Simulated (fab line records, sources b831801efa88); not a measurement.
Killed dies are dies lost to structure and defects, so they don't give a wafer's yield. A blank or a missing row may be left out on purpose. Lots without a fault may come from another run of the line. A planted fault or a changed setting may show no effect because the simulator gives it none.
fab line records | flow sfq_line
record lots=5 wafers=23
route steps=325 shown M6@255 I6@266 M7@282 I7@304 M8@319
start_h: hours from the record's first day to the start of the lot's first wafer shown | wait_h: hours since the lot's step before | " the same as in the row above | L1.1+2: a row that stands for several wafers | - no value, or no start given | * or withheld: withheld | < > ~ a bound
route shown NAME@n: a module of which the file shows steps, and the number in the route of the first | usual: mean/standard deviation of fault-free wafers | same: alike in all rows | chamber/n: place in a boat | sites: the reading at each site | _std_site: their standard deviation | _edge_site: outer sites' mean less inner sites' | radius_mm: how far each site lies from the wafer's centre | mask NAME#n: copy n | behind: the tool/chamber that last shaped the wafer | hold: why the lot was held/for how many hours/how that ended | device: the transistor (n, p or np) that didn't switch | end of line: the same wafers' tests at the end of the route | a step without rows: its recipe alone | killed: dies lost to structure and defects at the first sort, not the wafer's yield | map: a wafer's dies, x killed, . not, _ none there
set.NAME: the setting as run; set.NAME@STEP: as run at that earlier step | model.NAME: the simulator's own value behind a step, which no gauge read
lots whose settings were changed on purpose; a table a step, a row a wafer
## steps
# step SFQ_TRILAYER_M6_LITHO_COAT_164
# recipe resist=BARC spin_rpm=3000 resist_thk_nm=62
# columns lot.wafer tool chamber start_h wait_h set.spin_rpm model.BARC_of_TRILAYER_M6_LITHO_COAT_164.thk_nm
L074.1 litho_track-02 0 1537.99 0.1 3000 61.78
L074.3 " 0 " " 3000 61.87
L074.4 " 0 " " 3000 61.85
L077.1 litho_track-01 0 1582.37 0.1 2891 63.53
L077.2 " 0 " " 2891 63.5
L077.3 " 0 " " 3000 62.43
L077.5 " 0 " " 3000 62.34
L077.6 " 0 " " 3000 62.3
L079.1 litho_track-03 0 1597.97 0.1 3000 61.8
L079.2 " 0 " " 3121 60.48
L079.4+5 " 0 " " 3121 60.76
L079.6 " 0 " " 3000 61.84
L080.1 litho_track-02 0 1611.12 0.1 3000 61.86
L080.2 " 0 " " 3000 61.82
L080.4 " 0 " " 2913 62.86
L080.5 " 0 " " 3000 61.85
L080.6 " 0 " " 2913 62.71
L083.1 litho_track-02 0 1763.76 0.1 2899 62.89
L083.2 " 0 " " 2899 62.79
L083.3 " 0 " " 2899 63
L083.4+6 " 0 " " 3000 61.92
# step SFQ_TRILAYER_I6_DEP_PECVD_165
# recipe material=SiO2 temp_c=150 time_s=111.11 pressure_torr=2.4 rf_w=183.3 precursor=SiH4/N2O target_thk_nm=500
# columns lot.wafer tool chamber start_h wait_h set.time_s model.SiO2_of_TRILAYER_I6_DEP_PECVD_165.thk_nm
L074.1 pecvd-01 0 1555.77 0.0 111.11 490.8
L074.3 " 0 " " 111.11 496.5
L074.4 " 1 " " 111.11 506.4
L077.1 pecvd-02 2 1608.52 0.0 102.9 454.4
L077.2 " 1 " " 102.9 458.3
L077.3 " 0 " " 102.9 454.9
L077.5 " 1 " " 111.11 496.2
L077.6 " 0 " " 111.11 503.7
L079.1 pecvd-04 2 1624.12 0.0 111.11 503.4
L079.2 " 0 " " 99.07 443.4
L079.4 " 1 " " 99.07 450.6
L079.5 " 2 " " 111.11 509
L079.6 " 0 " " 111.11 511.1
L080.1 pecvd-01 2 1634.51 0.0 111.11 485.4
L080.2 " 0 " " 111.11 490
L080.4 " 2 " " 111.11 499.4
L080.5 " 0 " " 111.11 501.2
L080.6 " 2 " " 111.11 500.6
L083.1 pecvd-04 2 1768.15 0.0 111.11 498
L083.2 " 1 " " 111.11 505
L083.3 " 0 " " 105.7 477
L083.4 " 0 " " 105.7 481.4
L083.6 " 2 " " 111.11 508.3
# step SFQ_TRILAYER_I6_CMP_CMP_166
# recipe material=SiO2 down_force_psi=3 platen_rpm=60 pad_velocity_m_s=0.94248
# usual time_to_endpoint_s=214/8.6
# columns lot.wafer tool chamber start_h wait_h set.time_s@TRILAYER_I6_DEP_PECVD_165 time_to_endpoint_s
L074.1 cmp-02 3 1556.39 0.6 111.11 219
L074.3 " 0 " " 111.11 212
L074.4 " 1 " " 111.11 227
L077.1 cmp-01 1 1628.75 20.2 102.9 184
L077.2 " 2 " " 102.9 181
L077.3 " 3 " " 102.9 179
L077.6 " 0 " " 111.11 207
L077.5 " 1 " " 111.11 208
L079.2 cmp-02 1 1650.35 26.2 99.07 184
L079.1 " 3 1651.35 27.2 111.11 231
L079.4 " 0 " " 99.07 186
L079.5 " 1 " " 111.11 231
L079.6 " 2 " " 111.11 228
L080.4 cmp-01 3 1661.25 26.7 111.11 219
L080.1 " 0 " " 111.11 195
L080.2 " 2 1662.75 28.2 111.11 196
L080.5 " 3 " " 111.11 212
L080.6 " 0 " " 111.11 207
L083.4 cmp-01 3 1768.23 0.0 105.7 205
L083.1 " 0 " " 111.11 215
L083.2 " 1 " " 111.11 217
L083.3 " 2 " " 105.7 204
L083.6 " 0 1770.73 2.5 111.11 222
# step SFQ_TRILAYER_I6_VIA_LITHO_COAT_169
# recipe resist=KrF spin_rpm=3000 resist_thk_nm=650
# columns lot.wafer tool chamber start_h wait_h set.resist_thk_nm model.KrF_of_TRILAYER_I6_VIA_LITHO_COAT_169.thk_nm
L074.1 litho_track-03 0 1560.51 0.2 650 651.1
L074.3 " 0 " " 650 650
L074.4 " 0 " " 650 650.2
L077.1 litho_track-04 0 1632.87 0.2 650 647.1
L077.2 " 0 " " 666.8 667.6
L077.3 " 0 " " 666.8 667.3
L077.5 " 0 " " 666.8 666.6
L077.6 " 0 " " 650 649.2
L079.1 litho_track-01 0 1654.97 0.2 650 650.1
L079.2 " 0 " " 650 649.8
L079.4 " 0 " " 677.3 676.7
L079.5 " 0 " " 650 648.7
L079.6 " 0 " " 677.3 677.2
L080.1 litho_track-04 0 1665.87 0.2 650 649.9
L080.2 " 0 " " 650 649.1
L080.4 " 0 " " 650 650
L080.5 " 0 " " 650 648.8
L080.6 " 0 " " 650 648.1
L083.1 litho_track-04 0 1772.85 0.2 650 651.7
L083.2 " 0 " " 683.3 684.7
L083.3 " 0 " " 650 650.6
L083.4 " 0 " " 683.3 684.4
L083.6 " 0 " " 683.3 684.6
# step SFQ_TRILAYER_I6_VIA_LITHO_SOFTBAKE_173
# recipe temp_c=withheld time_s=withheld resist=KrF
# step SFQ_TRILAYER_I6_VIA_LITHO_EXPOSE_170
# recipe mask_id=I6 na=0.6 source_shape=conventional sigma_outer=0.65 target_cd_nm=700 dose_mj=21.3
# step SFQ_TRILAYER_I6_VIA_LITHO_DEVELOP_171
# recipe time_s=60 resist=KrF
# step SFQ_TRILAYER_I6_VIA_BARC_OPEN_VIA_ETCH_235
# recipe mask_material=PR chemistry=O2 target_depth_nm=125 target=BARC source_w=500 bias_w=80 pressure_mtorr=30 time_s=41.7
# columns lot.wafer tool chamber start_h wait_h set.resist_thk_nm@TRILAYER_I6_VIA_LITHO_COAT_169 model.KrF_of_TRILAYER_I6_VIA_LITHO_COAT_169.thk_nm
L074.1 rie_diel-04 1 1578.81 0.0 650 573.9
L074.3+4 " 3,0 " " 650 574.2
L077.1 rie_diel-01 0 1643.56 0.0 650 570.4
L077.2 " 3 " " 666.8 589.9
L077.3 " 1 " " 666.8 590.2
L077.5 " 1 " " 666.8 589.8
L077.6 " 0 " " 650 572.1
L079.1 rie_diel-01 0 1660.16 0.0 650 573.1
L079.2 " 2 " " 650 573.6
L079.4 " 1 " " 677.3 600.5
L079.5 " 3 " " 650 571.4
L079.6 " 0 " " 677.3 600.7
L080.1 rie_diel-04 3 1667.86 0.0 650 573.4
L080.2+6 " 2,0 " " 650 571.5
L080.4 " 0 " " 650 573.2
L080.5 " 1 " " 650 572.1
L083.1 rie_diel-01 2 1862.45 0.0 650 575.5
L083.2 " 0 " " 683.3 608.8
L083.3 " 3 " " 650 573.2
L083.4 " 2 " " 683.3 607.8
L083.6 " 0 " " 683.3 608.5
# step SFQ_TRILAYER_I6_VIA_ETCH_VIA_ETCH_172
# recipe target=SiO2 stop_on=Nb mask_material=PR taper_deg=20 chemistry=CHF3 target_depth_nm=260 source_w=500 bias_w=77.88 pressure_mtorr=30 time_s=withheld
# columns lot.wafer tool chamber start_h wait_h set.resist_thk_nm@TRILAYER_I6_VIA_LITHO_COAT_169 model.KrF_of_TRILAYER_I6_VIA_LITHO_COAT_169.thk_nm
L074.1 rie_diel-04 1 1578.85 0.0 650 529.6
L074.3 " 3 " " 650 530.6
L074.4 " 0 " " 650 530.4
L077.1 rie_diel-01 0 1643.60 0.0 650 525.8
L077.2 " 3 " " 666.8 544.8
L077.3+5 " 1 " " 666.8 546.3
L077.6 " 0 " " 650 527.9
L079.1 rie_diel-01 0 1660.20 0.0 650 529
L079.2 " 2 " " 650 529.8
L079.4 " 1 " " 677.3 556.1
L079.5 " 3 " " 650 526.2
L079.6 " 0 " " 677.3 556.2
L080.1 rie_diel-04 3 1667.90 0.0 650 529.7
L080.2 " 2 " " 650 527
L080.4 " 0 " " 650 529.4
L080.5 " 1 " " 650 528
L080.6 " 0 " " 650 527.5
L083.1 rie_diel-01 2 1862.49 0.0 650 531.8
L083.2 " 0 " " 683.3 566.2
L083.3 " 3 " " 650 528.2
L083.4 " 2 " " 683.3 564.1
L083.6 " 0 " " 683.3 565.4
# step SFQ_TRILAYER_M7_DEP_SPUTTER_175
# recipe material=Nb base_pressure_pa=1.33e-06 chamber_pressure_pa=0.1333 substrate_temp_c=20 target_thk_nm=200 power_w=2000 time_s=133.3
# columns lot.wafer tool chamber start_h wait_h set.time_s model.Nb_of_TRILAYER_M7_DEP_SPUTTER_175.thk_nm
L074.1 pvd_sputter-04 - 1579.77 0.0 133.3 199.4
L074.3 " - " " 133.3 200.1
L074.4 " - " " 133.3 201.1
L077.1 pvd_sputter-04 - 1644.69 0.0 115.7 173.7
L077.2 " - " " 133.3 200.2
L077.3 " - " " 115.7 174.3
L077.5 " - " " 133.3 202.1
L077.6 " - " " 133.3 199.5
L079.1 pvd_sputter-04 - 1661.12 0.0 133.3 201
L079.2 " - " " 133.3 198.1
L079.4 " - " " 133.3 199
L079.5 " - " " 133.3 198.5
L079.6 " - " " 133.3 199.1
L080.1 pvd_sputter-06 - 1668.81 0.0 133.3 201.2
L080.2 " - " " 133.3 198.8
L080.4 " - " " 133.3 203
L080.5 " - " " 148.5 225.6
L080.6 " - " " 148.5 224.2
L083.1 pvd_sputter-05 - 1864.03 0.0 150.7 228.2
L083.2 " - " " 150.7 225.8
L083.3 " - " " 133.3 199.1
L083.4 " - " " 133.3 202.1
L083.6 " - " " 133.3 200.9
# step SFQ_M7_RS_MEAS_943
# recipe thk_meas_gauge=four-point-probe reads=Nb_of_TRILAYER_M7_DEP_SPUTTER_175
# usual M7_NB_RS=0.890/0.011
# columns lot.wafer tool chamber start_h wait_h set.time_s@TRILAYER_M7_DEP_SPUTTER_175 M7_NB_RS[ohm/sq]
L074.1 film_metro-03 - 1579.86 0.0 133.3 0.891
L074.3 " - " " 133.3 0.888
L074.4 " - " " 133.3 0.883
L077.1 film_metro-03 - 1644.78 0.0 115.7 1.026
L077.2 " - " " 133.3 0.887
L077.3 " - " " 115.7 1.024
L077.5 " - " " 133.3 0.881
L077.6 " - " " 133.3 0.891
L079.1 film_metro-03 - 1661.21 0.0 133.3 0.885
L079.2 " - " " 133.3 0.898
L079.4 " - " " 133.3 0.894
L079.5 " - " " 133.3 0.896
L079.6 " - " " 133.3 0.891
L080.1 film_metro-04 - 1668.90 0.0 133.3 0.884
L080.2 " - " " 133.3 0.895
L080.4 " - " " 133.3 0.877
L080.5 " - " " 148.5 0.787
L080.6 " - " " 148.5 0.792
L083.1 film_metro-02 - 1864.12 0.0 150.7 0.777
L083.2 " - " " 150.7 0.785
L083.3 " - " " 133.3 0.892
L083.4 " - " " 133.3 0.880
L083.6 " - " " 133.3 0.884
# step SFQ_TRILAYER_M7_LITHO_COAT_182
# recipe resist=BARC spin_rpm=3000 resist_thk_nm=62
# step SFQ_TRILAYER_M7_BARC_OPEN_METAL_ETCH_229
# recipe mask_material=PR chemistry=O2 target_depth_nm=125 target=BARC icp_w=600 bias_w=80 pressure_mtorr=10 time_s=41.7
# step SFQ_TRILAYER_M7_ETCH_METAL_ETCH_180
# recipe target=Nb stop_on=SiO2 mask_material=PR chemistry=Cl2/Ar target_depth_nm=240 icp_w=600 bias_w=80 pressure_mtorr=10 time_s=120
# usual oes_product_au=0.893/0.0078
# columns lot.wafer tool chamber start_h wait_h set.time_s@TRILAYER_M7_DEP_SPUTTER_175 oes_product_au
L074.1 rie_metal-04 1 1603.72 0.0 133.3 0.895
L074.3 " 1 " " 133.3 0.902
L074.4 " 0 " " 133.3 0.898
L077.1 rie_metal-02 0 1650.88 0.1 115.7 0.824
L077.2 " 0 " " 133.3 0.896
L077.3 " 0 " " 115.7 0.824
L077.5 " 0 " " 133.3 0.899
L077.6 " 0 " " 133.3 0.887
L079.1 rie_metal-01 0 1664.47 0.0 133.3 0.900
L079.2 " 1 " " 133.3 0.893
L079.4 " 1 " " 133.3 0.890
L079.5 " 0 " " 133.3 0.895
L079.6 " 1 " " 133.3 0.888
L080.1 rie_metal-01 1 1672.27 0.0 133.3 0.894
L080.2 " 0 " " 133.3 0.892
L080.4 " 1 " " 133.3 0.896
L080.5 " 0 " " 148.5 0.964
L080.6 " 1 " " 148.5 0.956
L083.1 rie_metal-04 1 1868.93 0.0 150.7 0.968
L083.2 " 0 " " 150.7 0.959
L083.3 " 1 " " 133.3 0.884
L083.4 " 0 " " 133.3 0.904
L083.6 " 0 " " 133.3 0.892
# step SFQ_TRILAYER_I7_VIA_LITHO_PEB_190
# recipe peb_temp_c=115 peb_time_s=60 resist=KrF
# columns lot.wafer tool chamber start_h wait_h set.peb_temp_c
L074.1+3+4 litho_track-03 0 1639.62 1.0 115
L077.1+5+6 litho_track-03 0 1690.26 1.0 117.9
L077.2+3 " 0 " " 115
L079.1+2+4+5+6 litho_track-03 0 1707.88 1.0 115
L080.1+2 litho_track-04 0 1719.19 1.0 115
L080.4+5+6 " 0 " " 113.8
L083.1+2+3 litho_track-03 0 1878.13 1.0 113.5
L083.4+6 " 0 " " 115
# step SFQ_TRILAYER_I7_VIA_LITHO_DEVELOP_189
# recipe time_s=60 resist=KrF
# step SFQ_TRILAYER_I7_VIA_BARC_OPEN_VIA_ETCH_260
# recipe mask_material=PR chemistry=O2 target_depth_nm=125 target=BARC source_w=500 bias_w=80 pressure_mtorr=30 time_s=41.7
# columns lot.wafer tool chamber start_h wait_h set.peb_temp_c@TRILAYER_I7_VIA_LITHO_PEB_190 model.I7.cd_nm
L074.1 rie_diel-03 0 1639.96 0.0 115 995.5
L074.3 " 1 " " 115 996
L074.4 " 2 " " 115 995.7
L077.1 rie_diel-04 1 1690.60 0.0 117.9 1047
L077.2 " 0 " " 115 998.1
L077.3 " 3 " " 115 998.5
L077.5+6 " 2,3 " " 117.9 1046
L079.1 rie_diel-03 1 1708.22 0.0 115 995.9
L079.2 " 3 " " 115 998.4
L079.4 " 2 " " 115 999.1
L079.5 " 1 " " 115 997.9
L079.6 " 2 " " 115 998.3
L080.1 rie_diel-04 2 1719.52 0.0 115 997
L080.2 " 0 " " 115 998
L080.4+5 " 3,1 " " 113.8 975.4
L080.6 " 0 " " 113.8 976
L083.1 rie_diel-04 2 1878.47 0.0 113.5 973
L083.2 " 3 " " 113.5 970.8
L083.3 " 0 " " 113.5 970.2
L083.4 " 1 " " 115 1001
L083.6 " 1 " " 115 998.9
# step SFQ_TRILAYER_M8_DEP_EVAP_197
# recipe material=Ti angular_spread_deg=1 target_thk_nm=20 time_s=100 power_w=2000
# columns lot.wafer tool chamber start_h wait_h set.time_s model.Ti_of_TRILAYER_M8_DEP_EVAP_197.thk_nm
L074.1 pvd_sputter-02 - 1649.55 0.0 100 20.07
L074.3 " - " " 100 20.12
L074.4 " - " " 100 19.91
L077.1 pvd_sputter-01 - 1697.79 0.0 100 19.82
L077.2 " - " " 94.61 18.95
L077.3 " - " " 100 19.85
L077.5 " - " " 94.61 18.91
L077.6 " - " " 94.61 18.94
L079.1 pvd_sputter-01 - 1782.79 0.0 100 19.97
L079.2 " - " " 113.7 22.7
L079.4 " - " " 113.7 22.65
L079.5+6 " - " " 100 19.81
L080.1 pvd_sputter-02 - 1802.11 0.0 86.63 17.2
L080.2 " - " " 86.63 17.26
L080.4 " - " " 100 19.82
L080.5 " - " " 86.63 17.17
L080.6 " - " " 100 19.93
L083.1 pvd_sputter-01 - 1886.96 0.0 100 20.1
L083.2 " - " " 100 20.58
L083.3 " - " " 100 20.69
L083.4 " - " " 100 20.4
L083.6 " - " " 100 20.55
## key
split step=SFQ_TRILAYER_M6_LITHO_COAT_164 setting=spin_rpm stated=3000 by=wafer
response step=SFQ_TRILAYER_M6_LITHO_COAT_164 reading=model.BARC_of_TRILAYER_M6_LITHO_COAT_164.thk_nm change=-0.303 per=1% r=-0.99
split step=SFQ_TRILAYER_I6_DEP_PECVD_165 setting=time_s stated=111.11 by=wafer
response step=SFQ_TRILAYER_I6_DEP_PECVD_165 reading=model.SiO2_of_TRILAYER_I6_DEP_PECVD_165.thk_nm change=+5.64 per=1% r=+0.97
response step=SFQ_TRILAYER_I6_CMP_CMP_166 reading=time_to_endpoint_s change=* per=1% r=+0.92
split step=SFQ_TRILAYER_I6_VIA_LITHO_COAT_169 setting=resist_thk_nm stated=650 by=wafer
response step=SFQ_TRILAYER_I6_VIA_LITHO_COAT_169 reading=model.KrF_of_TRILAYER_I6_VIA_LITHO_COAT_169.thk_nm change=+6.64 per=1% r=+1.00
response step=SFQ_TRILAYER_I6_VIA_BARC_OPEN_VIA_ETCH_235 reading=model.KrF_of_TRILAYER_I6_VIA_LITHO_COAT_169.thk_nm change=+6.72 per=1% r=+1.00
response step=SFQ_TRILAYER_I6_VIA_ETCH_VIA_ETCH_172 reading=model.KrF_of_TRILAYER_I6_VIA_LITHO_COAT_169.thk_nm change=+6.85 per=1% r=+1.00
split step=SFQ_TRILAYER_M7_DEP_SPUTTER_175 setting=time_s stated=133.3 by=wafer
response step=SFQ_TRILAYER_M7_DEP_SPUTTER_175 reading=model.Nb_of_TRILAYER_M7_DEP_SPUTTER_175.thk_nm change=+2.04 per=1% r=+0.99
response step=SFQ_M7_RS_MEAS_943 reading=M7_NB_RS change=-0.00903 per=1% r=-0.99
response step=SFQ_TRILAYER_M7_ETCH_METAL_ETCH_180 reading=oes_product_au change=+0.00544 per=1% r=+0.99
split step=SFQ_TRILAYER_I7_VIA_LITHO_PEB_190 setting=peb_temp_c stated=115 by=wafer
response step=SFQ_TRILAYER_I7_VIA_BARC_OPEN_VIA_ETCH_260 reading=model.I7.cd_nm change=+19.8 per=1% r=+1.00
split step=SFQ_TRILAYER_M8_DEP_EVAP_197 setting=time_s stated=100 by=wafer
response step=SFQ_TRILAYER_M8_DEP_EVAP_197 reading=model.Ti_of_TRILAYER_M8_DEP_EVAP_197.thk_nm change=+0.2 per=1% r=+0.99
